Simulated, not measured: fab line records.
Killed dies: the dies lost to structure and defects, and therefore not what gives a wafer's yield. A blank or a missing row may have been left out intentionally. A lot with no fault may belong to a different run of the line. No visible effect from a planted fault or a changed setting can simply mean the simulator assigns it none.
fab line records ; flow gf180mcu
record lots=24; wafers=72; lastDay=34
route steps=602 shown V2@396 V3@431 V4@492 MIM@507 V5@544 TOP_METAL@573
lots with no fault: from the same line, run without faults
startH: hours from the record's first day to the start of the lot's first wafer shown ; waitH: hours elapsed since this lot's preceding step ; " as in the row above ; L1.1+2: one row covering several wafers at once ; - no value present, or no start provided ; * or withheld: withheld ; < > ~ a bound
route shown NAME@n: NAME is a module with steps in the file, n the number in the route of the first one ; usual: average and standard deviation across the fault-free wafers ; same: alike in all rows ; chamber/n: place in a boat ; sites: readings site by site ; _std_site: the standard deviation of these ; _edge_site: outer sites' mean less inner sites' ; radiusMm: for every site, how far away it sits from the centre of the wafer ; mask NAME#n: copy n ; behind: the last tool/chamber to shape the wafer ; hold: what put the lot on hold/how long, in hours/how the hold closed ; device: the n, p or np transistor that did not switch ; end of line: the route-end tests of the same wafers ; where a step has no rows: the recipe by itself ; killed: dies that structure and defects cost at the first sort, which is not the same as the wafer's yield ; map: shows each die of a wafer: x if killed, . if not, _ if none is there
set.NAME: setting as actually run; set.NAME@STEP: the setting as run at that earlier step ; model.NAME: the simulator's own value behind a step, which no gauge read
the route's steps for a sample of lots (tables are steps, rows are wafers)
services: from which hour (startH, from the record's first day; less than 0 if before it) a tool's chamber was out of use, for how many hours, and why
## steps
# step GF_V2_CD_MEAS_14
# recipe targetCdNm=260
# usual cdNm=259.9/1.4
lot.wafer;tool;chamber;startH;waitH;cdNm
L074.2;cdSem-02;-;462.34;0.1;257.6
L074.5;cdSem-02;-;462.34;0.1;257.9
L074.6;cdSem-02;-;462.34;0.1;257.7
L075.1;cdSem-02;-;472.10;0.1;259.3
L075.2;cdSem-02;-;472.10;0.1;259.2
L075.5;cdSem-02;-;472.10;0.1;258.4
L076.1;cdSem-01;-;477.25;0.1;259.2
L076.2;cdSem-01;-;477.25;0.1;259.0
L076.4;cdSem-01;-;477.25;0.1;258.3
L077.1;cdSem-02;-;490.25;0.1;258.6
L077.3;cdSem-02;-;490.25;0.1;257.5
L077.6;cdSem-02;-;490.25;0.1;258.1
L078.2;cdSem-01;-;495.02;0.1;261.0
L078.4;cdSem-01;-;495.02;0.1;263.2
L078.6;cdSem-01;-;495.02;0.1;263.3
L079.1;cdSem-01;-;506.47;0.1;260.5
L079.3;cdSem-01;-;506.47;0.1;260.3
L079.6;cdSem-01;-;506.47;0.1;260.7
L080.2;cdSem-02;-;520.92;0.1;259.6
L080.4;cdSem-02;-;520.92;0.1;260.2
L080.6;cdSem-02;-;520.92;0.1;260.0
L081.1;cdSem-01;-;524.32;0.1;258.6
L081.3;cdSem-01;-;524.32;0.1;259.5
L081.4;cdSem-01;-;524.32;0.1;260.3
L082.1;cdSem-01;-;534.82;0.1;256.9
L082.3;cdSem-01;-;534.82;0.1;256.8
L082.5;cdSem-01;-;534.82;0.1;258.0
L083.2;cdSem-01;-;540.67;0.1;260.4
L083.3;cdSem-01;-;540.67;0.1;260.2
L083.6;cdSem-01;-;540.67;0.1;260.7
L084.3;cdSem-01;-;552.97;0.2;259.8
L084.5;cdSem-01;-;552.97;0.2;258.9
L084.6;cdSem-01;-;552.97;0.2;259.8
L085.2;cdSem-01;-;558.90;0.2;261.3
L085.4;cdSem-01;-;558.90;0.2;261.4
L085.6;cdSem-01;-;558.90;0.2;261.1
L086.1;cdSem-01;-;571.32;0.1;260.7
L086.4;cdSem-01;-;571.32;0.1;261.8
L086.6;cdSem-01;-;571.32;0.1;258.5
L087.2;cdSem-01;-;584.59;0.1;260.9
L087.4;cdSem-01;-;584.59;0.1;259.9
L087.6;cdSem-01;-;584.59;0.1;260.5
L088.2;cdSem-02;-;594.12;0.1;260.8
L088.3;cdSem-02;-;594.12;0.1;261.1
L088.6;cdSem-02;-;594.12;0.1;259.6
L089.1;cdSem-01;-;598.62;0.1;258.3
L089.3;cdSem-01;-;598.62;0.1;260.2
L089.6;cdSem-01;-;598.62;0.1;258.5
L090.1;cdSem-02;-;603.52;0.1;261.4
L090.4;cdSem-02;-;603.52;0.1;262.1
L090.5;cdSem-02;-;603.52;0.1;263.6
L091.2;cdSem-02;-;607.67;0.1;260.9
L091.3;cdSem-02;-;607.67;0.1;258.7
L091.4;cdSem-02;-;607.67;0.1;259.7
L092.2;cdSem-01;-;619.72;0.1;260.7
L092.3;cdSem-01;-;619.72;0.1;261.4
L092.5;cdSem-01;-;619.72;0.1;260.3
L093.3;cdSem-01;-;623.61;0.1;259.0
L093.5;cdSem-01;-;623.61;0.1;258.8
L093.6;cdSem-01;-;623.61;0.1;259.3
L094.2;cdSem-01;-;630.42;0.1;258.4
L094.4;cdSem-01;-;630.42;0.1;258.0
L094.6;cdSem-01;-;630.42;0.1;258.6
L095.2;cdSem-01;-;635.09;0.1;258.0
L095.3;cdSem-01;-;635.09;0.1;258.5
L095.4;cdSem-01;-;635.09;0.1;258.1
L096.1;cdSem-01;-;636.60;0.1;262.3
L096.2;cdSem-01;-;636.60;0.1;261.4
L096.6;cdSem-01;-;636.60;0.1;261.9
L097.1;cdSem-01;-;647.44;0.1;260.3
L097.2;cdSem-01;-;647.44;0.1;261.3
L097.4;cdSem-01;-;647.44;0.1;261.2
# step GF_V3_CVD_02
# recipe material=SiO2; targetThkNm=850; precursor=TEOS; tempC=400; timeS=94.851; rfW=600
# usual heaterPowerW=665/110
lot.wafer;tool;chamber;startH;waitH;heaterPowerW
L074.2;pecvd-03;1;489.01;0.0;695
L074.5;pecvd-03;1;489.01;0.0;561
L074.6;pecvd-03;0;489.01;0.0;618
L075.1;pecvd-01;1;498.86;0.1;705
L075.2;pecvd-01;0;498.86;0.1;471
L075.5;pecvd-01;2;498.86;0.1;721
L076.1;pecvd-04;1;503.79;0.1;705
L076.2;pecvd-04;2;503.79;0.1;713
L076.4;pecvd-04;0;503.79;0.1;599
L077.1;pecvd-01;1;516.81;0.1;743
L077.3;pecvd-01;0;516.81;0.1;494
L077.6;pecvd-01;1;516.81;0.1;774
L078.2;pecvd-03;2;520.94;0.0;857
L078.4;pecvd-03;1;520.94;0.0;682
L078.6;pecvd-03;0;520.94;0.0;771
L079.1;pecvd-04;2;532.48;0.1;771
L079.3;pecvd-04;2;532.48;0.1;631
L079.6;pecvd-04;2;532.48;0.1;687
L080.2;pecvd-01;1;546.58;0.0;665
L080.4;pecvd-01;2;546.58;0.0;715
L080.6;pecvd-01;1;546.58;0.0;709
L081.1;pecvd-01;0;550.53;0.1;467
L081.3;pecvd-01;1;550.53;0.1;755
L081.4;pecvd-01;1;550.53;0.1;616
L082.1;pecvd-04;1;559.73;0.1;694
L082.3;pecvd-04;2;559.73;0.1;807
L082.5;pecvd-04;0;559.73;0.1;581
L083.2;pecvd-03;1;566.13;0.0;588
L083.3;pecvd-03;0;566.13;0.0;656
L083.6;pecvd-03;0;566.13;0.0;722
L084.3;pecvd-04;0;577.56;0.0;565
L084.5;pecvd-04;1;577.56;0.0;699
L084.6;pecvd-04;2;577.56;0.0;802
L085.2;pecvd-01;2;583.68;0.0;636
L085.4;pecvd-01;1;583.68;0.0;724
L085.6;pecvd-01;2;583.68;0.0;683
L086.1;pecvd-04;2;596.23;0.1;683
L086.4;pecvd-04;0;596.23;0.1;579
L086.6;pecvd-04;2;596.23;0.1;744
L087.2;pecvd-03;0;607.94;0.0;697
L087.4;pecvd-03;2;607.94;0.0;858
L087.6;pecvd-03;0;607.94;0.0;771
L088.2;pecvd-01;0;617.78;0.0;411
L088.3;pecvd-01;2;617.78;0.0;760
L088.6;pecvd-01;0;617.78;0.0;466
L089.1;pecvd-03;1;622.51;0.1;646
L089.3;pecvd-03;0;622.51;0.1;762
L089.6;pecvd-03;1;622.51;0.1;680
L090.1;pecvd-01;0;626.90;0.1;505
L090.4;pecvd-01;1;626.90;0.1;694
L090.5;pecvd-01;0;626.90;0.1;405
L091.2;pecvd-03;1;630.33;0.0;684
L091.3;pecvd-03;2;630.33;0.0;844
L091.4;pecvd-03;2;630.33;0.0;705
L092.2;pecvd-04;2;642.28;0.0;763
L092.3;pecvd-04;1;642.28;0.0;696
L092.5;pecvd-04;1;642.28;0.0;587
L093.3;pecvd-01;2;646.25;0.0;744
L093.5;pecvd-01;0;646.25;0.0;404
L093.6;pecvd-01;2;646.25;0.0;617
L094.2;pecvd-03;1;653.83;0.0;730
L094.4;pecvd-03;1;653.83;0.0;573
L094.6;pecvd-03;2;653.83;0.0;867
L095.2;pecvd-04;2;658.22;0.0;736
L095.3;pecvd-04;1;658.22;0.0;682
L095.4;pecvd-04;2;658.22;0.0;801
L096.1;pecvd-03;2;658.75;0.1;752
L096.2;pecvd-03;1;658.75;0.1;699
L096.6;pecvd-03;0;658.75;0.1;772
L097.1;pecvd-04;0;669.05;0.1;645
L097.2;pecvd-04;1;669.05;0.1;606
L097.4;pecvd-04;2;669.05;0.1;799
# step GF_V4_ETCH_16
# recipe chemistry=N2/H2; targetDepthA=withheld; overetchA=withheld; timeS=withheld; target=BARC; ionEnergyEv=200; sourceW=500; biasW=100; pressureMtorr=30; n2FlowSccm=100; h2FlowSccm=200
# usual chamberPressureMTorr=30.001/0.027; drypumpMotorCurrentA=5.7/0.64; oesProductAu=0.854/0.0048; throttleValvePct=13.225/0.0087
lot.wafer;tool;chamber;startH;waitH;chamberPressureMTorr;drypumpMotorCurrentA;oesProductAu;throttleValvePct
L074.2;rieDiel-01;3;562.60;0.0;29.993;4.9;0.847;13.234
L074.5;rieDiel-01;3;562.60;0.0;30.010;4.9;0.857;13.223
L074.6;rieDiel-01;2;562.60;0.0;30.007;4.8;0.853;13.221
L075.1;rieDiel-03;1;570.77;0.0;30.003;5.8;0.846;13.235
L075.2;rieDiel-03;3;570.77;0.0;29.984;6.2;0.839;13.224
L075.5;rieDiel-03;0;570.77;0.0;30.013;5.3;0.850;13.218
L076.1;rieDiel-01;0;575.15;0.0;29.981;5.5;0.856;13.239
L076.2;rieDiel-01;2;575.15;0.0;30.010;4.8;0.852;13.228
L076.4;rieDiel-01;3;575.15;0.0;29.958;5.0;0.863;13.220
L077.1;rieDiel-01;1;586.60;0.0;30.034;5.1;0.854;13.207
L077.3;rieDiel-01;3;586.60;0.0;29.971;5.0;0.853;13.210
L077.6;rieDiel-01;1;586.60;0.0;30.033;5.0;0.868;13.244
L078.2;rieDiel-02;1;592.10;0.0;29.952;6.4;0.854;13.229
L078.4;rieDiel-02;3;592.10;0.0;30.000;6.5;0.852;13.220
L078.6;rieDiel-02;3;592.10;0.0;29.963;6.5;0.853;13.230
L079.1;rieDiel-02;0;602.40;0.0;29.988;6.6;0.861;13.225
L079.3;rieDiel-02;1;602.40;0.0;29.982;6.4;0.858;13.226
L079.6;rieDiel-02;3;602.40;0.0;30.015;6.5;0.848;13.229
L080.2;rieDiel-01;3;615.60;0.0;29.973;5.0;0.850;13.222
L080.4;rieDiel-01;3;615.60;0.0;29.995;5.0;0.862;13.222
L080.6;rieDiel-01;0;615.60;0.0;30.017;5.5;0.859;13.233
L081.1;rieDiel-01;2;619.10;0.0;30.000;4.8;0.853;13.233
L081.3;rieDiel-01;3;619.10;0.0;29.980;5.0;0.859;13.246
L081.4;rieDiel-01;1;619.10;0.0;29.991;5.0;0.855;13.221
L082.1;rieDiel-03;1;627.20;0.0;30.013;5.8;0.856;13.233
L082.3;rieDiel-03;2;627.20;0.0;29.987;5.4;0.850;13.225
L082.5;rieDiel-03;3;627.20;0.0;30.016;6.2;0.855;13.235
L083.2;rieDiel-01;2;633.77;0.0;29.995;4.8;0.862;13.224
L083.3;rieDiel-01;1;633.77;0.0;30.007;5.1;0.856;13.210
L083.6;rieDiel-01;2;633.77;0.0;29.997;4.8;0.860;13.239
L084.3;rieDiel-02;3;644.37;0.0;29.997;6.5;0.853;13.218
L084.5;rieDiel-02;3;644.37;0.0;29.954;6.5;0.852;13.224
L084.6;rieDiel-02;0;644.37;0.0;30.027;6.6;0.856;13.232
L085.2;rieDiel-01;3;649.97;0.0;30.023;5.0;0.852;13.219
L085.4;rieDiel-01;2;649.97;0.0;29.997;4.8;0.856;13.235
L085.6;rieDiel-01;1;649.97;0.0;29.944;5.1;0.858;13.224
L086.1;rieDiel-01;3;661.15;0.0;29.950;5.0;0.859;13.237
L086.4;rieDiel-01;1;661.15;0.0;29.998;5.0;0.865;13.206
L086.6;rieDiel-01;1;661.15;0.0;30.011;5.1;0.853;13.212
L087.2;rieDiel-03;0;672.37;0.0;30.028;5.4;0.856;13.226
L087.4;rieDiel-03;2;672.37;0.0;29.993;5.4;0.855;13.219
L087.6;rieDiel-03;0;672.37;0.0;30.059;5.4;0.849;13.217
L088.2;rieDiel-03;0;682.23;0.0;30.001;5.4;0.851;13.217
L088.3;rieDiel-03;1;682.23;0.0;30.008;5.8;0.844;13.214
L088.6;rieDiel-03;1;682.23;0.0;30.002;5.8;0.847;13.216
L089.1;rieDiel-02;2;684.77;0.0;29.993;6.1;0.859;13.227
L089.3;rieDiel-02;3;684.77;0.0;29.999;6.5;0.856;13.227
L089.6;rieDiel-02;1;684.77;0.0;30.046;6.4;0.858;13.226
L090.1;rieDiel-01;2;689.52;0.0;29.960;4.8;0.855;13.220
L090.4;rieDiel-01;1;689.52;0.0;30.067;5.0;0.852;13.218
L090.5;rieDiel-01;1;689.52;0.0;30.055;5.0;0.853;13.224
L091.2;rieDiel-02;3;692.92;0.0;30.019;6.5;0.850;13.234
L091.3;rieDiel-02;0;692.92;0.0;30.035;6.6;0.852;13.218
L091.4;rieDiel-02;1;692.92;0.0;29.962;6.4;0.849;13.217
L092.2;rieDiel-03;3;703.22;0.0;29.971;6.1;0.854;13.217
L092.3;rieDiel-03;0;703.22;0.0;29.983;5.3;0.855;13.224
L092.5;rieDiel-03;0;703.22;0.0;30.036;5.3;0.848;13.217
L093.3;rieDiel-01;3;706.20;0.0;30.011;5.0;0.856;13.221
L093.5;rieDiel-01;2;706.20;0.0;29.993;4.8;0.856;13.237
L093.6;rieDiel-01;1;706.20;0.0;30.047;5.1;0.849;13.226
L094.2;rieDiel-02;1;713.30;0.0;30.048;6.4;0.853;13.236
L094.4;rieDiel-02;0;713.30;0.0;30.013;6.6;0.851;13.225
L094.6;rieDiel-02;1;713.30;0.0;30.022;6.4;0.857;13.234
L095.2;rieDiel-02;0;717.67;0.0;29.962;6.6;0.857;13.236
L095.3;rieDiel-02;3;717.67;0.0;30.016;6.5;0.856;13.223
L095.4;rieDiel-02;1;717.67;0.0;29.994;6.4;0.856;13.226
L096.1;rieDiel-01;2;718.65;0.0;29.994;4.8;0.857;13.229
L096.2;rieDiel-01;1;718.65;0.0;29.960;5.0;0.851;13.231
L096.6;rieDiel-01;1;718.65;0.0;30.003;5.0;0.852;13.228
L097.1;rieDiel-02;2;728.30;0.0;30.028;6.1;0.859;13.227
L097.2;rieDiel-02;3;728.30;0.0;29.976;6.5;0.847;13.226
L097.4;rieDiel-02;1;728.30;0.0;30.042;6.4;0.846;13.235
# step GF_MIM_SPUTTER_04
# recipe material=TiN; targetThkNm=50; powerW=6500; timeS=41.7; chamberPressurePa=0.4
# usual throttleValvePct=30.3/0.86
lot.wafer;tool;chamber;startH;waitH;throttleValvePct
L074.2;pvdSputter-02;-;564.14;0.0;31.4
L074.5;pvdSputter-02;-;564.14;0.0;31.6
L074.6;pvdSputter-02;-;564.14;0.0;29.0
L075.1;pvdSputter-02;-;572.31;0.0;29.0
L075.2;pvdSputter-02;-;572.31;0.0;30.0
L075.5;pvdSputter-02;-;572.31;0.0;31.7
L076.1;pvdSputter-03;-;576.76;0.0;30.6
L076.2;pvdSputter-03;-;576.76;0.0;30.8
L076.4;pvdSputter-03;-;576.76;0.0;30.0
L077.1;pvdSputter-04;-;588.15;0.0;30.4
L077.3;pvdSputter-04;-;588.15;0.0;30.0
L077.6;pvdSputter-04;-;588.15;0.0;30.2
L078.2;pvdSputter-03;-;593.69;0.0;30.2
L078.4;pvdSputter-03;-;593.69;0.0;30.8
L078.6;pvdSputter-03;-;593.69;0.0;30.5
L079.1;pvdSputter-02;-;603.98;0.0;31.5
L079.3;pvdSputter-02;-;603.98;0.0;31.4
L079.6;pvdSputter-02;-;603.98;0.0;31.6
L080.2;pvdSputter-04;-;617.15;0.0;30.0
L080.4;pvdSputter-04;-;617.15;0.0;28.7
L080.6;pvdSputter-04;-;617.15;0.0;28.8
L081.1;pvdSputter-02;-;620.68;0.0;29.7
L081.3;pvdSputter-02;-;620.68;0.0;31.7
L081.4;pvdSputter-02;-;620.68;0.0;29.3
L082.1;pvdSputter-04;-;628.76;0.0;30.1
L082.3;pvdSputter-04;-;628.76;0.0;30.2
L082.5;pvdSputter-04;-;628.76;0.0;29.6
L083.2;pvdSputter-04;-;635.32;0.0;30.3
L083.3;pvdSputter-04;-;635.32;0.0;29.7
L083.6;pvdSputter-04;-;635.32;0.0;28.8
L084.3;pvdSputter-02;-;645.93;0.0;31.5
L084.5;pvdSputter-02;-;645.93;0.0;30.0
L084.6;pvdSputter-02;-;645.93;0.0;31.5
L085.2;pvdSputter-03;-;651.55;0.0;30.5
L085.4;pvdSputter-03;-;651.55;0.0;30.3
L085.6;pvdSputter-03;-;651.55;0.0;30.9
L086.1;pvdSputter-04;-;662.69;0.0;29.0
L086.4;pvdSputter-04;-;662.69;0.0;29.5
L086.6;pvdSputter-04;-;662.69;0.0;30.0
L087.2;pvdSputter-02;-;673.93;0.0;31.4
L087.4;pvdSputter-02;-;673.93;0.0;32.0
L087.6;pvdSputter-02;-;673.93;0.0;30.1
L088.2;pvdSputter-03;-;683.78;0.0;30.9
L088.3;pvdSputter-03;-;683.78;0.0;30.6
L088.6;pvdSputter-03;-;683.78;0.0;30.1
L089.1;pvdSputter-04;-;686.37;0.0;29.6
L089.3;pvdSputter-04;-;686.37;0.0;29.0
L089.6;pvdSputter-04;-;686.37;0.0;28.8
L090.1;pvdSputter-04;-;691.12;0.0;29.5
L090.4;pvdSputter-04;-;691.12;0.0;30.2
L090.5;pvdSputter-04;-;691.12;0.0;29.9
L091.2;pvdSputter-02;-;694.48;0.0;30.0
L091.3;pvdSputter-02;-;694.48;0.0;29.1
L091.4;pvdSputter-02;-;694.48;0.0;31.2
L092.2;pvdSputter-04;-;704.84;0.0;30.4
L092.3;pvdSputter-04;-;704.84;0.0;29.8
L092.5;pvdSputter-04;-;704.84;0.0;28.8
L093.3;pvdSputter-03;-;707.80;0.0;31.0
L093.5;pvdSputter-03;-;707.80;0.0;30.6
L093.6;pvdSputter-03;-;707.80;0.0;30.3
L094.2;pvdSputter-04;-;714.95;0.0;29.5
L094.4;pvdSputter-04;-;714.95;0.0;29.4
L094.6;pvdSputter-04;-;714.95;0.0;30.1
L095.2;pvdSputter-02;-;719.32;0.0;31.5
L095.3;pvdSputter-02;-;719.32;0.0;29.2
L095.4;pvdSputter-02;-;719.32;0.0;31.1
L096.1;pvdSputter-02;-;720.19;0.0;31.6
L096.2;pvdSputter-02;-;720.19;0.0;29.5
L096.6;pvdSputter-02;-;720.19;0.0;31.6
L097.1;pvdSputter-04;-;729.92;0.0;28.8
L097.2;pvdSputter-04;-;729.92;0.0;29.4
L097.4;pvdSputter-04;-;729.92;0.0;30.0
# step GF_V5_CMP_04
# recipe material=SiO2; downForcePsi=4; platenRpm=60; padVelocityMS=0.94248
# usual motorCurrentA=11.9/0.9; slurryFilterDpKPa=13.48/0.13; slurryFlowMlMin=149.9/0.49
lot.wafer;tool;chamber;startH;waitH;motorCurrentA;slurryFilterDpKPa;slurryFlowMlMin
L074.2;cmp-02;2;608.94;0.2;12.1;13.51;150.3
L074.6;cmp-02;3;608.94;0.2;10.8;13.57;149.6
L074.5;cmp-02;0;608.94;0.2;12.6;13.47;150.1
L075.1;cmp-01;0;617.14;0.1;10.8;13.38;150.3
L075.2;cmp-01;2;617.14;0.1;12.3;13.57;149.5
L075.5;cmp-01;1;617.14;0.1;11.4;13.71;150.2
L076.1;cmp-02;2;620.21;0.1;12.2;13.20;150.4
L076.2;cmp-02;0;620.21;0.1;12.8;13.47;150.7
L076.4;cmp-02;1;620.21;0.1;12.5;13.47;150.4
L077.3;cmp-02;2;631.41;0.4;12.1;13.47;150.2
L077.1;cmp-02;3;631.41;0.4;11.1;13.43;150.1
L077.6;cmp-02;2;631.41;0.4;12.4;13.44;150.5
L078.2;cmp-02;2;636.74;0.0;11.9;13.40;150.2
L078.4;cmp-02;1;636.74;0.0;12.2;13.30;149.7
L078.6;cmp-02;2;636.74;0.0;12.3;13.47;150.1
L079.3;cmp-01;3;646.76;0.1;11.5;13.42;149.0
L079.1;cmp-01;0;646.76;0.1;11.3;13.58;150.2
L079.6;cmp-01;2;646.76;0.1;12.5;13.44;150.3
L080.2;cmp-01;1;658.71;0.0;11.7;13.42;150.0
L080.4;cmp-01;3;658.71;0.0;11.3;13.43;150.0
L080.6;cmp-01;2;658.71;0.0;12.2;13.57;149.9
L081.4;cmp-02;1;661.81;0.0;13.6;13.50;150.3
L081.1;cmp-02;2;661.81;0.0;12.0;13.40;150.1
L081.3;cmp-02;0;661.81;0.0;12.2;13.34;150.8
L082.3;cmp-02;0;670.36;0.0;13.4;13.20;150.5
L082.1;cmp-02;3;670.36;0.0;10.4;13.51;150.2
L082.5;cmp-02;1;670.36;0.0;12.9;13.25;149.8
L083.2;cmp-02;1;676.49;0.1;12.7;13.34;149.8
L083.3;cmp-02;2;676.49;0.1;12.4;13.54;149.4
L083.6;cmp-02;0;676.49;0.1;12.8;13.50;150.2
L084.3;cmp-02;1;686.18;0.1;12.9;13.27;150.2
L084.6;cmp-02;0;686.18;0.1;12.4;13.52;149.3
L084.5;cmp-02;1;686.18;0.1;12.5;13.55;149.0
L085.4;cmp-02;1;691.36;0.1;12.6;13.19;149.2
L085.2;cmp-02;3;691.36;0.1;10.8;13.40;150.4
L085.6;cmp-02;1;691.36;0.1;12.8;13.55;149.8
L086.4;cmp-02;3;701.34;0.1;10.7;13.54;149.7
L086.1;cmp-02;1;701.34;0.1;13.0;13.53;150.2
L086.6;cmp-02;3;701.34;0.1;11.0;13.53;150.5
L087.4;cmp-02;0;713.17;0.0;13.4;13.52;150.4
L087.2;cmp-02;3;713.17;0.0;10.1;13.52;148.7
L087.6;cmp-02;0;713.17;0.0;12.6;13.54;149.7
L088.3;cmp-01;0;721.41;0.0;11.3;13.62;149.4
L088.2;cmp-01;1;721.41;0.0;12.0;13.23;150.6
L088.6;cmp-01;0;721.41;0.0;11.1;13.46;149.4
L089.3;cmp-02;2;724.87;0.0;12.4;13.61;149.2
L089.1;cmp-02;0;724.87;0.0;12.2;13.44;149.7
L089.6;cmp-02;3;724.87;0.0;11.2;13.40;149.7
L090.4;cmp-02;3;729.79;0.1;10.9;13.64;149.6
L090.1;cmp-02;0;729.79;0.1;12.2;13.35;150.3
L090.5;cmp-02;2;729.79;0.1;12.7;13.35;149.8
L091.4;cmp-02;3;732.10;0.1;10.6;13.59;149.7
L091.3;cmp-02;0;732.10;0.1;13.3;13.54;150.5
L091.2;cmp-02;1;732.10;0.1;12.2;13.44;149.0
L092.2;cmp-02;3;741.87;0.1;10.8;13.76;149.6
L092.3;cmp-02;1;741.87;0.1;12.8;13.44;150.3
L092.5;cmp-02;2;741.87;0.1;12.3;13.64;149.8
L093.3;cmp-02;3;745.27;0.1;10.2;13.57;149.3
L093.6;cmp-02;1;745.27;0.1;12.6;13.50;149.7
L093.5;cmp-02;2;745.27;0.1;11.9;13.39;150.3
L094.2;cmp-02;1;751.69;0.7;12.7;13.37;149.4
L094.4;cmp-02;3;751.69;0.7;10.6;13.40;150.3
L094.6;cmp-02;2;751.69;0.7;12.2;13.50;149.0
L095.2;cmp-01;0;755.05;0.0;11.0;13.61;149.9
L095.3;cmp-01;2;755.05;0.0;13.1;13.54;149.8
L095.4;cmp-01;3;755.05;0.0;11.1;13.50;150.1
L096.1;cmp-01;1;755.53;0.1;12.0;13.67;150.4
L096.2;cmp-01;3;755.53;0.1;10.9;13.30;149.9
L096.6;cmp-01;1;755.53;0.1;11.8;13.56;150.7
L097.1;cmp-01;3;764.45;0.1;11.5;13.54;149.0
L097.4;cmp-01;0;764.45;0.1;10.9;13.73;150.3
L097.2;cmp-01;1;764.45;0.1;12.0;13.56;149.6
# step GF_TOP_METAL_THK_MEAS_06
# recipe thkMeasGauge=xrf; reads=AlCu_of_TOP_METAL_SPUTTER_02
# usual TOP_METAL_ALCU_THK=891/7.9
lot.wafer;tool;chamber;startH;waitH;TOP_METAL_ALCU_THK[nm]
L074.2;filmMetro-02;-;631.71;0.1;888
L074.5;filmMetro-02;-;631.71;0.1;885
L074.6;filmMetro-02;-;631.71;0.1;884
L075.1;filmMetro-02;-;639.81;0.1;893
L075.2;filmMetro-02;-;639.81;0.1;892
L075.5;filmMetro-02;-;639.81;0.1;886
L076.1;filmMetro-02;-;642.74;0.1;879
L076.2;filmMetro-02;-;642.74;0.1;884
L076.4;filmMetro-02;-;642.74;0.1;881
L077.1;filmMetro-04;-;653.74;0.1;889
L077.3;filmMetro-04;-;653.74;0.1;890
L077.6;filmMetro-04;-;653.74;0.1;886
L078.2;filmMetro-04;-;659.06;0.1;884
L078.4;filmMetro-04;-;659.06;0.1;896
L078.6;filmMetro-04;-;659.06;0.1;889
L079.1;filmMetro-02;-;668.12;0.1;889
L079.3;filmMetro-02;-;668.12;0.1;890
L079.6;filmMetro-02;-;668.12;0.1;884
L080.2;filmMetro-02;-;680.53;0.1;898
L080.4;filmMetro-02;-;680.53;0.1;893
L080.6;filmMetro-02;-;680.53;0.1;896
L081.1;filmMetro-03;-;683.61;0.1;884
L081.3;filmMetro-03;-;683.61;0.1;886
L081.4;filmMetro-03;-;683.61;0.1;894
L082.1;filmMetro-02;-;691.74;0.1;895
L082.3;filmMetro-02;-;691.74;0.1;892
L082.5;filmMetro-02;-;691.74;0.1;890
L083.2;filmMetro-02;-;696.93;0.1;890
L083.3;filmMetro-02;-;696.93;0.1;894
L083.6;filmMetro-02;-;696.93;0.1;893
L084.3;filmMetro-02;-;706.82;0.1;885
L084.5;filmMetro-02;-;706.82;0.1;884
L084.6;filmMetro-02;-;706.82;0.1;882
L085.2;filmMetro-03;-;712.20;0.1;900
L085.4;filmMetro-03;-;712.20;0.1;892
L085.6;filmMetro-03;-;712.20;0.1;894
L086.1;filmMetro-02;-;721.73;0.1;880
L086.4;filmMetro-02;-;721.73;0.1;888
L086.6;filmMetro-02;-;721.73;0.1;884
L087.2;filmMetro-02;-;733.16;0.1;894
L087.4;filmMetro-02;-;733.16;0.1;889
L087.6;filmMetro-02;-;733.16;0.1;893
L088.2;filmMetro-04;-;740.92;0.1;884
L088.3;filmMetro-04;-;740.92;0.1;884
L088.6;filmMetro-04;-;740.92;0.1;889
L089.1;filmMetro-02;-;744.23;0.1;883
L089.3;filmMetro-02;-;744.23;0.1;889
L089.6;filmMetro-02;-;744.23;0.1;886
L090.1;filmMetro-03;-;749.81;0.1;895
L090.4;filmMetro-03;-;749.81;0.1;894
L090.5;filmMetro-03;-;749.81;0.1;894
L091.2;filmMetro-04;-;751.74;0.1;901
L091.3;filmMetro-04;-;751.74;0.1;898
L091.4;filmMetro-04;-;751.74;0.1;897
L092.2;filmMetro-02;-;760.38;0.1;895
L092.3;filmMetro-02;-;760.38;0.1;888
L092.5;filmMetro-02;-;760.38;0.1;892
L093.3;filmMetro-03;-;764.37;0.1;914
L093.5;filmMetro-03;-;764.37;0.1;896
L093.6;filmMetro-03;-;764.37;0.1;909
L094.2;filmMetro-02;-;771.37;0.1;899
L094.4;filmMetro-02;-;771.37;0.1;895
L094.6;filmMetro-02;-;771.37;0.1;896
L095.2;filmMetro-03;-;774.37;0.1;901
L095.3;filmMetro-03;-;774.37;0.1;898
L095.4;filmMetro-03;-;774.37;0.1;901
L096.1;filmMetro-03;-;775.01;0.1;909
L096.2;filmMetro-03;-;775.01;0.1;895
L096.6;filmMetro-03;-;775.01;0.1;902
L097.1;filmMetro-02;-;782.12;0.1;899
L097.2;filmMetro-02;-;782.12;0.1;897
L097.4;filmMetro-02;-;782.12;0.1;901
## services
tool;chamber;startH;hours;kind
pecvd-04;2;467.59;12.4;repair
pvdSputter-04;-;476.01;1.4;repair
cmp-02;-;477.32;2.1;repair
pecvd-04;-;491.99;6.0;pm
cmp-02;-;494.01;0.5;repair
cmp-02;-;499.93;7.0;pm
pvdSputter-04;-;506.16;4.1;repair
pecvd-04;1;507.81;35.6;repair
cmp-02;-;516.81;4.7;pm
pecvd-03;-;516.94;2.8;pm
pvdSputter-02;-;528.27;2.2;repair
pecvd-01;-;541.16;0.7;repair
pecvd-04;-;548.91;4.3;pm
pvdSputter-04;-;558.58;0.7;repair
pecvd-01;-;561.70;2.8;pm
rieDiel-01;1;567.61;1.7;repair
rieDiel-01;-;570.70;1.3;repair
cmp-02;-;572.13;4.0;pm
pvdSputter-04;-;625.58;2.8;repair
pvdSputter-04;-;637.99;2.0;repair
cmp-02;-;649.50;0.3;repair
pvdSputter-04;-;657.92;4.0;repair
cmp-02;-;694.46;0.7;repair
pvdSputter-02;-;758.17;1.7;repair
## key
fault none
